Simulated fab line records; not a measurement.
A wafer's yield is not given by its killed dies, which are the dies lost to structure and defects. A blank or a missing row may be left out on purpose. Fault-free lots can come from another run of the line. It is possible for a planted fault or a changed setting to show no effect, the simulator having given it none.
Check for tools in common | flow sky130 | 39 wafers sampled across 13 lots

== REASON IT WAS OPENED ==
On 2 of the 13 lots, a flag is raised at SKY_LDD_P_CD_MEAS_07 on the reading cdNm. Wafers without a fault read 379.8 nm, standard deviation 2.2.
Rule: a lot gets a flag if all its wafers with a number sit over 4 standard deviations from that mean, or if no wafer of it has a number. As for the other lots, they are considered sound.

lot  | measured     | on       | cdNm (nm), wafer by wafer | flag
L209 | day 18 05:34 | cdSem-02 | 380.8 380.5 381.3         | 
L210 | day 19 07:56 | cdSem-02 | 380.6 381.1 381.1         | 
L211 | day 19 09:43 | cdSem-02 | 383.0 381.3 381.4         | 
L212 | day 19 19:29 | cdSem-02 | 379.1 378.7 376.1         | 
L213 | day 21 10:45 | cdSem-02 | 377.9 377.9 374.8         | 
L214 | day 21 16:04 | cdSem-01 | 378.2 380.2 381.1         | 
L221 | day 23 06:38 | cdSem-02 | 375.2 377.2 378.0         | 
L223 | day 23 22:36 | cdSem-02 | 272.6 275.0 273.1         | FLAGGED
L224 | day 25 15:29 | cdSem-02 | 276.1 274.1 275.8         | FLAGGED
L227 | day 25 18:08 | cdSem-01 | 377.2 379.8 379.7         | 
L229 | day 26 16:37 | cdSem-01 | 380.6 380.2 379.4         | 
L232 | day 27 08:54 | cdSem-02 | 380.9 378.9 379.7         | 
L231 | day 27 13:26 | cdSem-02 | 379.0 377.2 378.2         | 
The mean of the flagged lots' numbers is 274.5 nm, -105.3 nm from the usual (-48 standard deviations).

== WHICH TOOL RAN EACH LOT ==
The record holds 2 process steps before the reading, out of a route of 708 steps. In each cell: the tool, then ch and the chambers that the sampled wafers went through, then the start.
lot  | flag    | SKY_SONOS_ONO_ETCH_15             | SKY_LDD_P_DEVELOP_06
L209 |         | rieDiel-03 ch 0,1,3, day 12 03:05 | lithoTrack-04 ch 0, day 18 05:25
L210 |         | rieDiel-03 ch 0,1,2, day 13 02:44 | lithoTrack-04 ch 0, day 19 07:47
L211 |         | rieDiel-03 ch 2,3, day 13 04:53   | lithoTrack-01 ch 0, day 19 09:34
L212 |         | rieDiel-03 ch 0,1,3, day 13 12:17 | lithoTrack-04 ch 0, day 19 19:20
L213 |         | rieDiel-03 ch 0,3, day 13 19:59   | lithoTrack-03 ch 0, day 21 10:37
L214 |         | rieDiel-03 ch 0,3, day 14 22:29   | lithoTrack-04 ch 0, day 21 15:55
L221 |         | rieDiel-03 ch 0,3, day 16 16:02   | lithoTrack-03 ch 0, day 23 06:29
L223 | FLAGGED | rieDiel-03 ch 0,2,3, day 17 07:23 | lithoTrack-01 ch 0, day 23 22:25
L224 | FLAGGED | rieDiel-01 ch 0,1, day 18 20:26   | lithoTrack-01 ch 0, day 25 15:21
L227 |         | rieDiel-03 ch 0,1,2, day 18 21:56 | lithoTrack-03 ch 0, day 25 17:59
L229 |         | rieDiel-03 ch 0,1,3, day 20 02:20 | lithoTrack-04 ch 0, day 26 16:28
L232 |         | rieDiel-03 ch 1,2, day 20 19:17   | lithoTrack-03 ch 0, day 27 08:46
L231 |         | rieDiel-01 ch 1,2,3, day 20 20:50 | lithoTrack-03 ch 0, day 27 13:17
What the steps here do:
- SKY_SONOS_ONO_ETCH_15: etches the open film in CHF3/O2, target depth 19.52 nm, time 7.8 s.
- SKY_LDD_P_DEVELOP_06: develop time 60 s.
- SKY_LDD_P_CD_MEAS_07: target cd 380 nm.

== FLAGGED AGAINST TOTAL, ONE TOOL AT A TIME (gauges that did the reading follow at the end) ==
step                  | tool          | lots run | flagged | share of the flagged lots | sound lots run after its first flagged lot
SKY_SONOS_ONO_ETCH_15 | rieDiel-01    | 2        | 1       | some                      | 1 (L231)
SKY_SONOS_ONO_ETCH_15 | rieDiel-03    | 11       | 1       | some                      | 3 (L227,L229,L232)
SKY_LDD_P_DEVELOP_06  | lithoTrack-01 | 3        | 2       | all                       | 0
SKY_LDD_P_DEVELOP_06  | lithoTrack-03 | 5        | 0       | none                      | -
SKY_LDD_P_DEVELOP_06  | lithoTrack-04 | 5        | 0       | none                      | -
SKY_LDD_P_CD_MEAS_07  | cdSem-01      | 3        | 0       | none                      | -
SKY_LDD_P_CD_MEAS_07  | cdSem-02      | 10       | 2       | all                       | 2 (L232,L231)

== WHAT IS ALLOWED BY THE TABLE ==
Every flagged lot went through 2 rows of the table: lithoTrack-01 at SKY_LDD_P_DEVELOP_06 and cdSem-02 at SKY_LDD_P_CD_MEAS_07.
- lithoTrack-01 at SKY_LDD_P_DEVELOP_06 ran 3 lots, 2 of them flagged. It ran its last sound lot, L211, at day 19 09:34 and its first flagged lot, L223, at day 23 22:25: a fault with its onset between the two fits.
- cdSem-02 at SKY_LDD_P_CD_MEAS_07 ran 10 lots, 2 of them flagged. Lots that were sound ran on it after the first flagged one (L232, L231); a persistent fault on the entire tool would not allow that.
What remains is a single tool, lithoTrack-01 at SKY_LDD_P_DEVELOP_06.

== WHAT THE SIMULATOR HAD PUT IN ==
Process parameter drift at SKY_LDD_P_DEVELOP_06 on lithoTrack-01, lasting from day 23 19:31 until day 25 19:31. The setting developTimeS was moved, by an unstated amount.
Lots struck among those shown: L223, L224. The rule given above showed the same thing.
